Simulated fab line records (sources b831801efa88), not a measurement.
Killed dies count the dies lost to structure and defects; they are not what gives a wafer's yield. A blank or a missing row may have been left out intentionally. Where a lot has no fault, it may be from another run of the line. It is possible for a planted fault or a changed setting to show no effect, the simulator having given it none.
The tool behind it: which one? :: flow sky130 :: Sampling: 12 lots, 36 wafers, 5 of 708 route steps

== WHAT THE GAUGES READ, wafer by wafer ==
SKY_CAP2M_THK_MEAS_04: measures by xrf.
lot: L219
measured: day 39 22:40
on: film_metro-02
CAP2M_TIN_THK (nm): 195.9 195.4 197.2

lot: L220
measured: day 40 10:03
on: film_metro-04
CAP2M_TIN_THK (nm): 198.9 199.3 196.7

lot: L221
measured: day 41 04:12
on: film_metro-01
CAP2M_TIN_THK (nm): 197.5 196.9 196.9

lot: L223
measured: day 41 13:37
on: film_metro-04
CAP2M_TIN_THK (nm): 196.7 197.7 197.6

lot: L225
measured: day 41 19:45
on: film_metro-01
CAP2M_TIN_THK (nm): 197.4 198.2 196.8

lot: L233
measured: day 44 00:50
on: film_metro-04
CAP2M_TIN_THK (nm): 199.9 195.7 196.3

lot: L236
measured: day 45 04:20
on: film_metro-04
CAP2M_TIN_THK (nm): 200.1 199.2 199.5

lot: L237
measured: day 45 09:10
on: film_metro-04
CAP2M_TIN_THK (nm): 197.5 194.9 196.3

lot: L238
measured: day 45 15:08
on: film_metro-04
CAP2M_TIN_THK (nm): 198.7 197.4 197.0

lot: L239
measured: day 45 15:47
on: film_metro-04
CAP2M_TIN_THK (nm): 195.5 196.1 197.7

lot: L240
measured: day 45 18:37
on: film_metro-02
CAP2M_TIN_THK (nm): 194.9 196.8 194.9

lot: L241
measured: day 46 05:41
on: film_metro-02
CAP2M_TIN_THK (nm): 196.3 195.3 195.6

SKY_METAL4_CD_MEAS_13: target cd 300 nm.
lot: L219
measured: day 41 22:20
on: cd_sem-02
cd_nm (nm): 299.8 300.2 298.0

lot: L220
measured: day 42 09:43
on: cd_sem-02
cd_nm (nm): 299.0 297.2 299.3

lot: L221
measured: day 43 04:28
on: cd_sem-01
cd_nm (nm): 299.7 299.1 298.6

lot: L223
measured: day 43 12:38
on: cd_sem-02
cd_nm (nm): 299.1 299.6 299.2

lot: L225
measured: day 43 18:16
on: cd_sem-02
cd_nm (nm): 299.3 299.7 299.0

lot: L233
measured: day 45 19:24
on: cd_sem-02
cd_nm (nm): 300.6 299.8 299.7

lot: L236
measured: day 46 22:49
on: cd_sem-01
cd_nm (nm): 300.2 299.4 300.0

lot: L237
measured: day 47 02:54
on: cd_sem-02
cd_nm (nm): 303.0 301.4 301.8

lot: L238
measured: day 47 08:32
on: cd_sem-01
cd_nm (nm): 298.9 298.7 296.7

lot: L239
measured: day 47 09:56
on: cd_sem-02
cd_nm (nm): 300.6 302.1 300.8

lot: L240
measured: day 47 12:21
on: cd_sem-02
cd_nm (nm): 297.8 299.2 298.5

lot: L241
measured: day 47 21:18
on: cd_sem-01
cd_nm (nm): 301.1 298.4 299.2

SKY_VIA4_THK_MEAS_01.
lot: L219
measured: day 41 23:35
on: film_metro-01
VIA4_HDPCVD_THK (nm): 1757 1782 1762

lot: L220
measured: day 42 10:57
on: film_metro-01
VIA4_HDPCVD_THK (nm): 1754 1754 1754

lot: L221
measured: day 43 05:44
on: film_metro-01
VIA4_HDPCVD_THK (nm): 1748 1773 1764

lot: L223
measured: day 43 13:56
on: film_metro-02
VIA4_HDPCVD_THK (nm): 2850 1706 1765 2849 1706 1765

lot: L225
measured: day 43 19:31
on: film_metro-01
VIA4_HDPCVD_THK (nm): 2868 1731 1749 2867 1731 1747

lot: L233
measured: day 45 20:38
on: film_metro-01
VIA4_HDPCVD_THK (nm): 1771 1751 1780

lot: L236
measured: day 47 00:03
on: film_metro-03
VIA4_HDPCVD_THK (nm): 1773 1766 1767

lot: L237
measured: day 47 04:08
on: film_metro-01
VIA4_HDPCVD_THK (nm): 1768 1774 1781

lot: L238
measured: day 47 09:46
on: film_metro-03
VIA4_HDPCVD_THK (nm): 1742 1751 1752

lot: L239
measured: day 47 11:10
on: film_metro-01
VIA4_HDPCVD_THK (nm): 1763 1778 1732

lot: L240
measured: day 47 13:37
on: film_metro-01
VIA4_HDPCVD_THK (nm): 1771 1739 1757

lot: L241
measured: day 47 22:34
on: film_metro-01
VIA4_HDPCVD_THK (nm): 1779 1770 1770

== WHICH TOOL RAN EACH LOT (tool, then ch and the chambers of the sampled wafers, then the start) ==
lot: L219
SKY_METAL4_SPUTTER_00: pvd_sputter-02, day 39 22:12
SKY_VIA4_HDPCVD_00: hdpcvd-02 ch 0,1, day 41 23:24

lot: L220
SKY_METAL4_SPUTTER_00: pvd_sputter-02, day 40 09:34
SKY_VIA4_HDPCVD_00: hdpcvd-02 ch 0,1, day 42 10:45

lot: L221
SKY_METAL4_SPUTTER_00: pvd_sputter-01, day 41 03:43
SKY_VIA4_HDPCVD_00: hdpcvd-02 ch 0,1,2, day 43 05:32

lot: L223
SKY_METAL4_SPUTTER_00: pvd_sputter-04, day 41 13:10
SKY_VIA4_HDPCVD_00: hdpcvd-02 ch 0,1,2, day 43 13:45

lot: L225
SKY_METAL4_SPUTTER_00: pvd_sputter-02, day 41 19:16
SKY_VIA4_HDPCVD_00: hdpcvd-02 ch 0,1, day 43 19:20

lot: L233
SKY_METAL4_SPUTTER_00: pvd_sputter-02, day 44 00:21
SKY_VIA4_HDPCVD_00: hdpcvd-01 ch 0,2, day 45 20:28

lot: L236
SKY_METAL4_SPUTTER_00: pvd_sputter-02, day 45 03:51
SKY_VIA4_HDPCVD_00: hdpcvd-01 ch 1,2, day 46 23:52

lot: L237
SKY_METAL4_SPUTTER_00: pvd_sputter-04, day 45 08:41
SKY_VIA4_HDPCVD_00: hdpcvd-01 ch 1,2, day 47 03:58

lot: L238
SKY_METAL4_SPUTTER_00: pvd_sputter-04, day 45 14:40
SKY_VIA4_HDPCVD_00: hdpcvd-02 ch 0,2, day 47 09:35

lot: L239
SKY_METAL4_SPUTTER_00: pvd_sputter-04, day 45 15:17
SKY_VIA4_HDPCVD_00: hdpcvd-02 ch 0,1,2, day 47 11:02

lot: L240
SKY_METAL4_SPUTTER_00: pvd_sputter-04, day 45 18:09
SKY_VIA4_HDPCVD_00: hdpcvd-02 ch 0,2, day 47 13:26

lot: L241
SKY_METAL4_SPUTTER_00: pvd_sputter-04, day 46 05:13
SKY_VIA4_HDPCVD_00: hdpcvd-01 ch 1,2, day 47 22:23
- SKY_METAL4_SPUTTER_00: material Ti, target thk 15 nm, time 10 s.
- SKY_VIA4_HDPCVD_00: deposits SiO2, target thk 1750 nm, time 291.7 s.

== AS READ BY THE TOOLS THEMSELVES (means over the sampled wafers that have a number; for cases with no such wafer, the mark the record gives instead) ==
SKY_METAL4_SPUTTER_00.
lot: L219
tool: pvd_sputter-02
throttle_valve_pct (%): 30.0

lot: L220
tool: pvd_sputter-02
throttle_valve_pct (%): 30.1

lot: L221
tool: pvd_sputter-01
throttle_valve_pct (%): 30.4

lot: L223
tool: pvd_sputter-04
throttle_valve_pct (%): 30.3

lot: L225
tool: pvd_sputter-02
throttle_valve_pct (%): 30.4

lot: L233
tool: pvd_sputter-02
throttle_valve_pct (%): 30.3

lot: L236
tool: pvd_sputter-02
throttle_valve_pct (%): 30.4

lot: L237
tool: pvd_sputter-04
throttle_valve_pct (%): 31.1

lot: L238
tool: pvd_sputter-04
throttle_valve_pct (%): 30.7

lot: L239
tool: pvd_sputter-04
throttle_valve_pct (%): 30.3

lot: L240
tool: pvd_sputter-04
throttle_valve_pct (%): 31.0

lot: L241
tool: pvd_sputter-04
throttle_valve_pct (%): 30.6

== THE ANSWER, worked out from the rows above alone ==
Rule: the lots themselves supply what counts as usual. The widest of any qualifying gaps counts: lots, ordered by their means at a reading, are off when they make up no more than a third of the lots, leave a main group of 4 or more, and stand apart from it by 3 or more times the standard deviation of that group's means. A main group is skipped when, at the precision printed for the reading in the tables above, its means are all equal. A lot without any number at a reading at which 4 lots or more have one is off too. The other lots that the step has rows for count as sound. After the gauges, taken in route order, come the tools' own readings; for these a lot's mean is taken, as printed above. At the first step where some lot is off, the reading lying furthest off is the one used; lots without a number count as furthest.
Off: L223, L225, at SKY_VIA4_THK_MEAS_01 (VIA4_HDPCVD_THK). Main group: mean 1763 nm, sd 8.2.
A tool fits if, at a process step before that reading, it ran every lot that is off, and no sound lot after the first of them. Gauges at SKY_VIA4_THK_MEAS_01: tried the same way as those tools. Of those tried, none fits.

== WHAT WAS PUT IN BY THE SIMULATOR ==
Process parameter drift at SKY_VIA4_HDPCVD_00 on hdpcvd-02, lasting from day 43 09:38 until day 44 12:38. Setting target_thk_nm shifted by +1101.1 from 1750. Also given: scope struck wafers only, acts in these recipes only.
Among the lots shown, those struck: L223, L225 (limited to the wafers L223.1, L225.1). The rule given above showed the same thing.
